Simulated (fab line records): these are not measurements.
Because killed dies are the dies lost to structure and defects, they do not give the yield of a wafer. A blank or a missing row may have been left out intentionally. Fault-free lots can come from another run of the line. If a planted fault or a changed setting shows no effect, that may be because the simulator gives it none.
Which tool was responsible?    flow sky130    36 wafers from 12 lots sampled at 5 of the route's 708 steps

WHAT EACH GAUGE READ, for each wafer
The record lacks any reading of a measuring or inspecting step that a usual standard deviation could be used to judge.

WHAT TOOL EACH LOT RAN ON (gives the tool, then ch and the chambers of the sampled wafers, and finally the start)
lot   SKY_VIA2_ETCH_14                    SKY_VIA3_CMP_02                SKY_VIA3_SOFTBAKE_08               SKY_METAL4_SPUTTER_02         SKY_PAD_OPEN_PROBE_99
L873  rie diel-04 ch 1,2, day 36 00:19    cmp-02 ch 0,2,3, day 38 08:23  litho track-04 ch 0, day 38 20:00  pvd sputter-01, day 39 11:28  prober-01, day 45 13:37
L874  rie diel-03 ch 0,2,3, day 36 20:25  cmp-01 ch 0,1,3, day 39 02:14  litho track-03 ch 0, day 39 13:00  pvd sputter-02, day 40 04:46  prober-02, day 46 00:29
L877  rie diel-04 ch 0,3, day 38 05:07    cmp-02 ch 0,1,3, day 40 09:46  litho track-03 ch 0, day 40 21:00  pvd sputter-03, day 41 11:09  -
L880  rie diel-02 ch 0,3, day 38 20:46    cmp-02 ch 0,1, day 40 23:51    litho track-04 ch 0, day 41 12:00  pvd sputter-01, day 42 00:24  -
L882  rie diel-02 ch 0,2, day 39 15:19    cmp-02 ch 1,2,3, day 41 18:48  litho track-03 ch 0, day 42 08:00  pvd sputter-01, day 42 19:48  -
L885  rie diel-04 ch 0,2,3, day 40 08:16  cmp-02 ch 0,2,3, day 42 11:16  litho track-01 ch 0, day 42 22:00  pvd sputter-03, day 43 12:08  -
L886  rie diel-03 ch 0,1, day 40 14:16    cmp-01 ch 0,1, day 42 16:30    litho track-01 ch 0, day 43 04:00  pvd sputter-02, day 43 18:12  prober-02, day 49 04:52
L887  rie diel-03 ch 0,1,3, day 40 21:28  cmp-01 ch 0,1, day 42 22:32    litho track-04 ch 0, day 43 11:00  pvd sputter-02, day 43 23:15  -
L892  rie diel-03 ch 0,2,3, day 41 20:40  cmp-01 ch 0,1, day 43 22:30    litho track-03 ch 0, day 44 10:00  pvd sputter-02, day 44 22:16  prober-02, day 50 02:08
L894  rie diel-03 ch 2,3, day 42 07:34    cmp-01 ch 0,3, day 44 08:53    litho track-03 ch 0, day 44 19:00  pvd sputter-01, day 45 08:39  prober-02, day 50 09:04
L895  rie diel-02 ch 1,2, day 42 14:22    cmp-02 ch 0,1,2, day 44 15:54  litho track-03 ch 0, day 45 03:00  pvd sputter-03, day 45 15:10  -
L896  rie diel-02 ch 0,2, day 43 09:43    cmp-02 ch 0,2,3, day 45 09:46  litho track-03 ch 0, day 45 19:00  pvd sputter-01, day 46 08:53  -
- SKY_VIA2_ETCH_14: etches BARC in N2/H2, stops on SiO2, time 45.9 s, target depth 60 nm.
- SKY_VIA3_CMP_02: polishes SiO2.
- SKY_VIA3_SOFTBAKE_08: time 90 s.
- SKY_METAL4_SPUTTER_02: material AlCu, target thk 735 nm, time 39.1 s.
- SKY_PAD_OPEN_PROBE_99

AS READ BY THE TOOLS THEMSELVES (means over the sampled wafers that have a number; for cases with no such wafer, the mark the record gives instead)
SKY_VIA2_ETCH_14. Usual: drypump motor current A 6.1 A, standard deviation 0.33; oes product au 0.855 a.u., standard deviation 0.0046; throttle valve pct 13.226 %, standard deviation 0.0091.
lot   tool         drypump motor current A (A)  oes product au (a.u.)  throttle valve pct (%)  flag
L873  rie diel-04  6.2                          0.860                  13.227                  
L874  rie diel-03  6.2                          0.854                  13.218                  
L877  rie diel-04  6.2                          0.855                  13.229                  
L880  rie diel-02  5.9                          0.855                  13.231                  
L882  rie diel-02  6.1                          0.850                  13.228                  
L885  rie diel-04  6.2                          0.849                  13.226                  
L886  rie diel-03  6.1                          0.853                  13.223                  
L887  rie diel-03  6.1                          0.854                  13.228                  
L892  rie diel-03  6.2                          0.857                  13.230                  
L894  rie diel-03  6.3                          0.858                  13.226                  
L895  rie diel-02  6.2                          0.852                  13.230                  
L896  rie diel-02  6.1                          0.861                  13.225                  

SKY_VIA3_CMP_02. Usual: 12.1 A for motor current A, sd 1.
lot   tool    motor current A (A)  flag
L873  cmp-02  12.5                 
L874  cmp-01  11.7                 
L877  cmp-02  12.2                 
L880  cmp-02  12.6                 
L882  cmp-02  12.9                 
L885  cmp-02  12.8                 
L886  cmp-01  11.5                 
L887  cmp-01  11.9                 
L892  cmp-01  11.3                 
L894  cmp-01  12.7                 
L895  cmp-02  12.9                 
L896  cmp-02  12.4                 

SKY_VIA3_SOFTBAKE_08. Usual: heater power total W 57.34 W, standard deviation 0.12; plate temp C 99.97 C, standard deviation 0.14; run length s 119.12 s, standard deviation 0.16.
lot   tool            heater power total W (W)  plate temp C (C)  run length s (s)  flag
L873  litho track-04  57.38                     99.77             119.33            
L874  litho track-03  57.36                     99.93             118.99            
L877  litho track-03  57.88                     100.00            116.84            OFF
L880  litho track-04  57.25                     99.70             119.46            
L882  litho track-03  57.82                     100.03            116.79            OFF
L885  litho track-01  57.27                     99.78             119.23            
L886  litho track-01  57.31                     100.12            119.15            
L887  litho track-04  57.32                     99.98             119.31            
L892  litho track-03  57.31                     99.84             119.02            
L894  litho track-03  57.34                     100.08            118.89            
L895  litho track-03  57.32                     99.95             119.08            
L896  litho track-03  57.31                     100.08            119.06            

SKY_METAL4_SPUTTER_02. Usual: 30.1 % for throttle valve pct, sd 1.
lot   tool            throttle valve pct (%)  flag
L873  pvd sputter-01  30.5                    
L874  pvd sputter-02  30.6                    
L877  pvd sputter-03  30.4                    
L880  pvd sputter-01  30.4                    
L882  pvd sputter-01  30.3                    
L885  pvd sputter-03  28.7                    
L886  pvd sputter-02  29.8                    
L887  pvd sputter-02  29.9                    
L892  pvd sputter-02  29.9                    
L894  pvd sputter-01  30.2                    
L895  pvd sputter-03  30.6                    
L896  pvd sputter-01  29.9                    

SKY_PAD_OPEN_PROBE_99. Usual: defect limited yield 82.5 %, standard deviation 1.9; killed_at_M0_to_M3 43, standard deviation 6.8; killed_at_M4_up 3.2, standard deviation 1.8; killed at contacts 24, standard deviation 6.2; killed at front end 15, standard deviation 4.7; killed at other 0.4, standard deviation 0.63; killed dies 86, standard deviation 9.6; killed open 47, standard deviation 6.9; killed short 39, standard deviation 6.3; sort_bin_3_pad_short 0.9 %, standard deviation 0.46; sort_bin_5_function 10.5 %, standard deviation 1.5; sort_bin_6_memory 6.1 %, standard deviation 1.1; sort n pass 406, standard deviation 9.6; sort yield pct 82.5 %, standard deviation 1.9.
lot   tool       defect limited yield (%)  killed_at_M0_to_M3  killed_at_M4_up  killed at contacts  killed at front end  killed at other  killed dies  killed open  killed short  sort_bin_3_pad_short (%)  sort_bin_5_function (%)  sort_bin_6_memory (%)  sort n pass  sort yield pct (%)  flag
L873  prober-01  83.4                      42                  2.3              19                  18                   0.7              82           43           38            0.7                       11.3                     4.6                    410          83.4                
L874  prober-02  81.7                      44                  2.3              25                  19                   0.0              90           53           36            0.9                       11.9                     5.6                    402          81.7                
L886  prober-02  83.1                      44                  4.0              20                  15                   0.3              83           46           37            1.2                       10.0                     5.7                    409          83.1                
L892  prober-02  81.1                      47                  2.7              23                  20                   0.3              93           55           38            0.5                       11.8                     6.6                    399          81.1                
L894  prober-02  81.3                      48                  4.3              27                  12                   0.3              92           49           43            0.8                       11.3                     6.6                    400          81.3                

THE ANSWER, worked out from the rows above alone
Rule: lot off if the mean of its wafers having a number is beyond 3 standard deviations from the usual mean. A lot without any number at a reading at which 4 lots or more have one is off too. The other lots that the step has rows for count as sound. After the gauges, taken in route order, come the tools' own readings; for these a lot's mean is taken, as printed above. At the first step where some lot is off, the reading lying furthest off is the one used; lots without a number count as furthest.
Off, at SKY_VIA3_SOFTBAKE_08 on run length s: L877, L882.
A tool fits if, at that step or a process step before it, it ran every lot that is off, and no sound lot after the first of them. Of those tried, none fits.

WHAT THE SIMULATOR HAD INSERTED
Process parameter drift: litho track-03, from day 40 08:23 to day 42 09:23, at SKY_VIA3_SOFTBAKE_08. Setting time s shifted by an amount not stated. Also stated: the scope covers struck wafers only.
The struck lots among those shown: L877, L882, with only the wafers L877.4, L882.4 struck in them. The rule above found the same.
